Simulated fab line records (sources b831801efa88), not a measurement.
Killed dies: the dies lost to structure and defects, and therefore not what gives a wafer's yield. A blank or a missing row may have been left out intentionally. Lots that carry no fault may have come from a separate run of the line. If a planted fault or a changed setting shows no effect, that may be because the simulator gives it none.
fab line records	flow sfqLine
[record] lots = 7	wafers = 21	lastDay = 84
route steps=325 shown I4@174 JJ@178
lots with no fault: from the same line, run without faults
startH: hours from the record's first day to the start of the lot's first wafer shown	waitH: hours elapsed since this lot's preceding step	" the same as in the row above	L1.1+2: a single row standing in for several wafers	- no value, or no start was given	* or withheld: withheld	< > ~ a bound
route shown NAME@n: names a module that has steps shown in the file, with the first one's number in the route	usual: mean/standard deviation taken from wafers without a fault	same: alike in all rows	chamber/n: place in a boat	sites: per-site readings	_std_site: standard deviation across them	_edge_site: mean of outer sites minus mean of inner sites	radiusMm: for every site, how far away it sits from the centre of the wafer	mask NAME#n: copy n	behind: tool/chamber where the wafer was last shaped	hold: reason for holding the lot/hours on hold/outcome of the hold	device: the n, p or np transistor that did not switch	end of line: tests run on the same wafers once the route is complete	a step given without rows: its recipe and nothing more	killed: dies that structure and defects cost at the first sort, which is not the same as the wafer's yield	map: the dies of a wafer, with x for killed, . for not killed, _ for no die there
set.NAME: the setting the step ran with; set.NAME@STEP: the setting that earlier step ran with	model.NAME: the simulator's own value behind a step, which no gauge read
a table for each step, a row for each wafer; lots at some steps of the route
services: when a tool's chamber went out of use (startH, in hours from the record's first day, below 0 if earlier), for how many hours, and the reason
[[steps]]
[step SFQ_TRILAYER_I4_VIA_BARC_OPEN_VIA_ETCH_146]
[recipe] maskMaterial = PR	chemistry = O2	targetDepthNm = 125	target = BARC	sourceW = 500	biasW = 77.72	pressureMtorr = 30	timeS = 41.7
[usual] drypumpMotorCurrentA = 5.67/0.24	oesProductAu = 0.687/0.0046
lot.wafer	tool	chamber	startH	waitH	drypumpMotorCurrentA	oesProductAu	rfHoursCounterH
L486.1	rieDiel-03	1	896.95	0.0	5.69	0.684	5
L486.2	"	0	"	"	5.44	0.688	4
L486.3	"	3	"	"	5.82	0.692	15
L493.1	rieDiel-04	2	979.89	0.0	5.77	0.684	10
L493.2	"	0	"	"	5.69	0.692	4
L493.3	"	3	"	"	5.82	0.687	5
L494.1	rieDiel-04	3	984.69	0.0	5.79	0.681	6
L494.5	"	2	"	"	5.76	0.687	-
L494.6	"	0	"	"	5.63	0.689	-
L495.3	rieDiel-04	3	995.49	0.0	5.81	0.685	6
L495.4	"	3	"	"	5.81	0.683	-
L495.5	"	0	"	"	5.70	0.695	-
L500.1	rieDiel-03	1	1208.18	0.0	5.62	0.691	10
L500.2	"	3	"	"	5.80	0.689	19
L500.5	"	2	"	"	5.75	0.692	-
L502.2	rieDiel-03	3	1238.56	0.0	5.80	0.682	20
L502.3	"	1	"	"	5.61	0.687	11
L502.4	"	0	"	"	5.43	0.695	9
L504.1	rieDiel-04	1	1262.69	0.0	5.37	0.687	5
L504.4	"	2	"	"	5.79	0.683	14
L504.6	"	1	"	"	5.32	0.688	-
[step SFQ_TRILAYER_I4_VIA_ETCH_VIA_ETCH_106]
[recipe] target = SiO2	stopOn = Nb	maskMaterial = PR	taperDeg = 20	chemistry = CHF3	targetDepthNm = 260	sourceW = 500	biasW = 80	pressureMtorr = 30	timeS = withheld
[usual] drypumpMotorCurrentA = 5.68/0.24	oesProductAu = 0.854/0.0053
lot.wafer	tool	chamber	startH	waitH	drypumpMotorCurrentA	oesProductAu
L486.1	rieDiel-03	1	896.99	0.0	5.61	0.844
L486.2	"	0	"	"	5.44	0.846
L486.3	"	3	"	"	5.78	0.847
L493.1	rieDiel-04	2	979.93	0.0	5.76	0.858
L493.2	"	0	"	"	5.72	0.852
L493.3	"	3	"	"	5.81	0.853
L494.1	rieDiel-04	3	984.73	0.0	5.86	0.847
L494.5	"	2	"	"	5.77	0.852
L494.6	"	0	"	"	5.74	0.854
L495.3	rieDiel-04	3	995.53	0.0	5.78	0.851
L495.4	"	3	"	"	5.83	0.852
L495.5	"	0	"	"	5.68	0.854
L500.1	rieDiel-03	1	1208.22	0.0	5.63	0.856
L500.2	"	3	"	"	5.78	0.847
L500.5	"	2	"	"	5.76	0.863
L502.2	rieDiel-03	3	1238.60	0.0	5.80	0.857
L502.3	"	1	"	"	5.63	0.853
L502.4	"	0	"	"	5.46	0.858
L504.1	rieDiel-04	1	1262.72	0.0	5.39	0.843
L504.4	"	2	"	"	5.75	0.861
L504.6	"	1	"	"	5.37	0.849
[step SFQ_TRILAYER_I4_VIA_STRIP_STRIP_107]
[recipe] gas = O2	powerW = 200	platenTempC = 40	overashFraction = 0.65	chemistry = O2	pressureMtorr = 50
[step SFQ_TRILAYER_I4_VIA_STRIP_SOLV_CLEAN_108]
[recipe] chemistry = NMP	tempC = 70	timeS = 600
[step SFQ_TRILAYER_JJ_TRILAYER_DEP_PRE_CLEAN_113]
[recipe] gas = Ar	timeS = 22.5	biasV = 250
[step SFQ_TRILAYER_JJ_TRILAYER_DEP_SPUTTER_109]
[recipe] material = Nb	basePressurePa = 1.33e-06	chamberPressurePa = 0.1333	substrateTempC = 20	targetThkNm = 150	powerW = 2000	timeS = 100
[step SFQ_TRILAYER_JJ_TRILAYER_DEP_SPUTTER_110]
[recipe] material = Al	basePressurePa = 1.33e-06	targetThkNm = 8	powerW = 500	timeS = 10	chamberPressurePa = 0.4
[usual] throttleValvePct = 30.5/0.97
lot.wafer	tool	chamber	startH	waitH	throttleValvePct
L486.1	pvdSputter-06	-	898.00	0.0	32.1
L486.2	"	-	"	"	29.9
L486.3	"	-	"	"	29.1
L493.1	pvdSputter-05	-	980.92	0.0	30.0
L493.2	"	-	"	"	29.8
L493.3	"	-	"	"	31.5
L494.1	pvdSputter-03	-	985.73	0.0	31.5
L494.5	"	-	"	"	30.5
L494.6	"	-	"	"	30.7
L495.3	pvdSputter-06	-	996.52	0.0	30.0
L495.4	"	-	"	"	32.2
L495.5	"	-	"	"	30.9
L500.1	pvdSputter-03	-	1209.23	0.0	31.4
L500.2	"	-	"	"	29.6
L500.5	"	-	"	"	31.2
L502.2	pvdSputter-03	-	1239.59	0.0	31.4
L502.3	"	-	"	"	29.7
L502.4	"	-	"	"	30.7
L504.1	pvdSputter-03	-	1264.31	0.0	31.4
L504.4	"	-	"	"	30.9
L504.6	"	-	"	"	31.4
[step SFQ_TRILAYER_JJ_TRILAYER_DEP_AL_OXIDATION_111]
[recipe] pressureMbar = 0.014667	oxidationTimeS = 600	temperatureK = 293
[step SFQ_TRILAYER_JJ_TRILAYER_DEP_SPUTTER_112]
[recipe] material = Nb	basePressurePa = 1.33e-06	chamberPressurePa = 0.1333	substrateTempC = 20	targetThkNm = 170	powerW = 2000	timeS = 113.3
[step SFQ_JJ_RS_MEAS_929]
[recipe] thkMeasGauge = four-point-probe	reads = Nb_of_TRILAYER_JJ_TRILAYER_DEP_SPUTTER_112
[usual] JJ_NB_RS = 1.046/0.0088
lot.wafer	tool	chamber	startH	waitH	JJ_NB_RS[ohm/sq]
L486.1	filmMetro-03	-	899.10	0.0	1.049
L486.2	"	-	"	"	1.044
L486.3	"	-	"	"	1.047
L493.1	filmMetro-01	-	982.02	0.0	1.054
L493.2	"	-	"	"	1.059
L493.3	"	-	"	"	1.047
L494.1	filmMetro-01	-	986.84	0.0	1.022
L494.5	"	-	"	"	1.033
L494.6	"	-	"	"	1.032
L495.3	filmMetro-01	-	997.66	0.1	1.037
L495.4	"	-	"	"	1.036
L495.5	"	-	"	"	1.045
L500.1	filmMetro-01	-	1210.33	0.0	1.034
L500.2	"	-	"	"	1.041
L500.5	"	-	"	"	1.032
L502.2	filmMetro-01	-	1240.71	0.1	1.057
L502.3	"	-	"	"	1.063
L502.4	"	-	"	"	1.060
L504.1	filmMetro-03	-	1265.42	0.0	1.048
L504.4	"	-	"	"	1.054
L504.6	"	-	"	"	1.047
[step SFQ_TRILAYER_JJ_CE_LITHO_COAT_119]
[recipe] resist = BARC	spinRpm = 3000	resistThkNm = 62
[step SFQ_TRILAYER_JJ_CE_LITHO_COAT_114]
[recipe] resist = KrF	spinRpm = 3000	resistThkNm = 600
[usual] spinSpeedRpm = 3000.1/2
lot.wafer	tool	chamber	startH	waitH	spinSpeedRpm	model.KrF_of_TRILAYER_JJ_CE_LITHO_COAT_114.thkNm
L486.1	lithoTrack-03	0	899.58	0.2	3000.3	599
L486.2	"	0	"	"	3001.4	600.6
L486.3	"	0	"	"	3000.7	599.8
L493.1	lithoTrack-03	0	982.50	0.2	2760.0	626.6
L493.2	"	0	"	"	2759.7	627.8
L493.3	"	0	"	"	2759.9	627.5
L494.1	lithoTrack-03	0	987.32	0.2	2757.0	626.4
L494.5	"	0	"	"	2759.0	627.1
L494.6	"	0	"	"	2756.9	626.7
L495.3	lithoTrack-03	0	998.20	0.2	2757.5	622.9
L495.4	"	0	"	"	2756.9	623.7
L495.5	"	0	"	"	2761.2	622.5
L500.1	lithoTrack-01	0	1210.81	0.2	3002.0	596.1
L500.2	"	0	"	"	3002.8	595.3
L500.5	"	0	"	"	3000.8	594.1
L502.2	lithoTrack-03	0	1241.22	0.2	3001.6	601.9
L502.3	"	0	"	"	3003.5	601.1
L502.4	"	0	"	"	3000.2	600.3
L504.1	lithoTrack-02	0	1265.90	0.2	3005.0	600.9
L504.4	"	0	"	"	2998.3	600.8
L504.6	"	0	"	"	3001.9	601
[step SFQ_TRILAYER_JJ_CE_LITHO_SOFTBAKE_118]
[recipe] tempC = withheld	timeS = withheld	resist = KrF
[step SFQ_TRILAYER_JJ_CE_LITHO_EXPOSE_115]
[recipe] maskId = J5	na = 0.6	sourceShape = conventional	sigmaOuter = 0.65	targetCdNm = 700	doseMj = 14.4
[step SFQ_TRILAYER_JJ_CE_LITHO_PEB_117]
[recipe] pebTempC = 115	pebTimeS = 60	resist = KrF
[step SFQ_TRILAYER_JJ_CE_LITHO_DEVELOP_116]
[recipe] timeS = 60	resist = KrF
[step SFQ_JJ_OVL_MEAS_931]
[usual] J5_OVL = -4/5.5
lot.wafer	tool	chamber	startH	waitH	J5_OVL[nm]
L486.1	overlay-01	-	1014.16	0.1	-6
L486.2	"	-	"	"	2
L486.3	"	-	"	"	-2
L493.1	overlay-02	-	1120.42	0.1	-3
L493.2	"	-	"	"	-17
L493.3	"	-	"	"	-4
L494.1	overlay-02	-	1125.22	0.1	2
L494.5	"	-	"	"	-2
L494.6	"	-	"	"	-2
L495.3	overlay-02	-	1140.84	0.1	4
L495.4	"	-	"	"	-2
L495.5	"	-	"	"	2
L500.1	overlay-01	-	1359.02	0.1	-3
L500.2	"	-	"	"	-6
L500.5	"	-	"	"	-9
L502.2	overlay-02	-	1377.80	0.1	-8
L502.3	"	-	"	"	-8
L502.4	"	-	"	"	-15
L504.1	overlay-01	-	1398.19	0.1	-5
L504.4	"	-	"	"	-11
L504.6	"	-	"	"	-7
[step SFQ_TRILAYER_JJ_CE_METRO_MEASURE_117]
[usual] cdNm = 700.1/1
lot.wafer	tool	chamber	startH	waitH	cdNm
L486.1	cdSem-02	-	1014.20	0.0	699.0
L486.2	"	-	"	"	699.3
L486.3	"	-	"	"	700.3
L493.1	cdSem-01	-	1120.46	0.0	701.1
L493.2	"	-	"	"	700.2
L493.3	"	-	"	"	702.9
L494.1	cdSem-02	-	1125.26	0.0	701.7
L494.5	"	-	"	"	700.8
L494.6	"	-	"	"	701.2
L495.3	cdSem-01	-	1141.26	0.4	701.9
L495.4	"	-	"	"	703.0
L495.5	"	-	"	"	702.6
L500.1	cdSem-02	-	1359.06	0.0	700.2
L500.2	"	-	"	"	699.4
L500.5	"	-	"	"	698.8
L502.2	cdSem-02	-	1378.03	0.2	699.4
L502.3	"	-	"	"	700.5
L502.4	"	-	"	"	700.0
L504.1	cdSem-02	-	1398.23	0.0	698.5
L504.4	"	-	"	"	698.5
L504.6	"	-	"	"	699.2
[step SFQ_TRILAYER_JJ_CE_BARC_OPEN_RIE_150]
[recipe] maskMaterial = PR	chemistry = O2	targetDepthNm = 240	target = BARC	icpW = 600	biasW = 80	pressureMtorr = 10	timeS = 80
[usual] drypumpMotorCurrentA = 5.4/0.4	oesProductAu = 0.538/0.0041
lot.wafer	tool	chamber	startH	waitH	drypumpMotorCurrentA	oesProductAu	rfHoursCounterH
L486.1	rieMetal-03	0	1015.40	1.0	5.5	0.534	96
L486.2	"	1	"	"	5.3	0.534	33
L486.3	"	1	"	"	5.3	0.536	-
L493.1	rieMetal-03	0	1121.66	1.0	5.5	0.533	109
L493.2	"	1	"	"	5.3	0.533	45
L493.3	"	1	"	"	5.3	0.534	-
L494.1	rieMetal-03	1	1126.46	1.0	5.3	0.539	46
L494.5	"	0	"	"	5.5	0.537	-
L494.6	"	1	"	"	5.3	0.526	-
L495.3	rieMetal-02	0	1142.10	0.6	4.7	0.538	-
L495.4	"	1	"	"	5.4	0.542	-
L495.5	"	1	"	"	5.4	0.536	-
L500.1	rieMetal-04	1	1360.26	1.0	5.7	0.541	13
L500.2	"	0	"	"	6.1	0.543	35
L500.5	"	0	"	"	6.1	0.532	-
L502.2	rieMetal-03	1	1379.03	0.8	5.3	0.539	72
L502.3	"	1	"	"	5.3	0.532	-
L502.4	"	0	"	"	5.5	0.536	-
L504.1	rieMetal-02	0	1399.43	1.0	4.7	0.541	18
L504.4	"	0	"	"	4.7	0.537	-
L504.6	"	0	"	"	4.7	0.535	-
[step SFQ_TRILAYER_JJ_CE_ETCH_RIE_118]
[recipe] target = Nb	stopOn = Al2O3	maskMaterial = PR	taperDeg = 13.257	overEtchFrac = 0.15	timeS = 97.7	chemistry = SF6	targetDepthNm = 170	icpW = 600	biasW = 80	pressureMtorr = 9.727
[usual] drypumpMotorCurrentA = 5.4/0.4	oesProductAu = 0.991/0.0069
lot.wafer	tool	chamber	startH	waitH	drypumpMotorCurrentA	oesProductAu	rfHoursCounterH	model.KrF_of_TRILAYER_JJ_CE_LITHO_COAT_114.thkNm
L486.1	rieMetal-03	0	1015.49	0.1	5.5	0.984	97	476.5
L486.2	"	1	"	"	5.3	0.993	33	477.9
L486.3	"	1	"	"	5.3	0.993	-	476.6
L493.1	rieMetal-03	0	1121.75	0.1	5.5	0.994	109	503.9
L493.2	"	1	"	"	5.3	0.992	45	504.1
L493.3	"	1	"	"	5.3	0.998	-	503.9
L494.1	rieMetal-03	1	1126.55	0.1	5.2	0.999	46	503.2
L494.5	"	0	"	"	5.5	0.992	-	505
L494.6	"	1	"	"	5.3	0.997	-	504.5
L495.3	rieMetal-02	0	1142.23	0.1	4.7	0.980	-	500.6
L495.4	"	1	"	"	5.4	0.981	-	501.1
L495.5	"	1	"	"	5.4	0.994	-	500.5
L500.1	rieMetal-04	1	1360.35	0.1	5.7	0.991	14	472.4
L500.2	"	0	"	"	6.1	0.993	35	470.9
L500.5	"	0	"	"	6.1	1.003	-	469.9
L502.2	rieMetal-03	1	1379.12	0.1	5.3	0.998	72	478
L502.3	"	1	"	"	5.3	0.984	-	477.7
L502.4	"	0	"	"	5.5	0.989	-	477.8
L504.1	rieMetal-02	0	1399.52	0.1	4.7	0.991	19	479.4
L504.4	"	0	"	"	4.7	0.983	-	479.8
L504.6	"	0	"	"	4.7	0.985	-	479.6
[step SFQ_TRILAYER_JJ_ANODIZE_ANODIZE_119]
[recipe] currentDensityMaCm2 = withheld	endCurrentDensityMaCm2 = withheld	bathTempC = withheld
[[services]]
tool	chamber	startH	hours	kind
cdSem-02	-	879.43	0.7	pm
rieDiel-04	0	904.22	2.9	repair
rieDiel-03	0	913.36	3.7	repair
cdSem-02	-	939.18	0.5	pm
cdSem-02	-	947.13	2.3	pm
rieDiel-04	2	953.03	9.7	repair
cdSem-02	-	961.19	10.8	repair
rieDiel-03	3	964.87	37.9	repair
rieDiel-04	1	969.47	42.7	repair
rieDiel-03	0	974.59	1.7	repair
cdSem-02	-	983.18	5.3	pm
cdSem-02	-	993.59	0.3	pm
cdSem-02	-	1005.20	1.9	pm
rieDiel-03	-	1026.69	2.8	pm
cdSem-02	-	1063.43	0.4	pm
rieDiel-03	0	1122.19	8.6	repair
rieDiel-03	3	1127.33	3.9	repair
cdSem-02	-	1131.13	0.5	pm
rieDiel-03	1	1140.85	8.7	repair
rieDiel-04	0	1150.52	3.9	repair
rieDiel-04	0	1174.59	6.9	repair
rieDiel-04	-	1213.47	0.3	repair
rieMetal-03	-	1230.41	1.4	pm
rieDiel-04	-	1283.83	14.6	pm
[[key]]
[firstSign] step = SFQ_TRILAYER_JJ_CE_LITHO_COAT_114	reading = spinSpeedRpm	direction = down	sigmas = 99+	usual = 3000.1	struck = 2758.7
[effect] step = SFQ_TRILAYER_JJ_CE_METRO_MEASURE_117	reading = cdNm	direction = up	sigmas = 1.6	usual = 700.1	struck = 701.7
[modelEffect] step = SFQ_TRILAYER_JJ_CE_LITHO_COAT_114	value = KrF_of_TRILAYER_JJ_CE_LITHO_COAT_114.thkNm	without = 600.1	struck = 625.7
[modelEffect] step = SFQ_TRILAYER_JJ_CE_ETCH_RIE_118	value = KrF_of_TRILAYER_JJ_CE_LITHO_COAT_114.thkNm	without = 477.4	struck = 503
metAt SFQ_TRILAYER_JJ_CE_LITHO_COAT_114
struckWafers L493.1,L493.2,L493.3,L494.1,L494.5,L494.6,L495.3,L495.4,L495.5
onsetBetween 899.58 982.50
[fault] kind = processParameterDrift	tool = lithoTrack-03	chamber = -	onsetH = 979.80	steps = SFQ_TRILAYER_JJ_CE_LITHO_COAT_114	channel = spinRpm	offset = -240.38	shape = step	endH = 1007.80	actsIn = theseRecipesOnly	stated = 3000
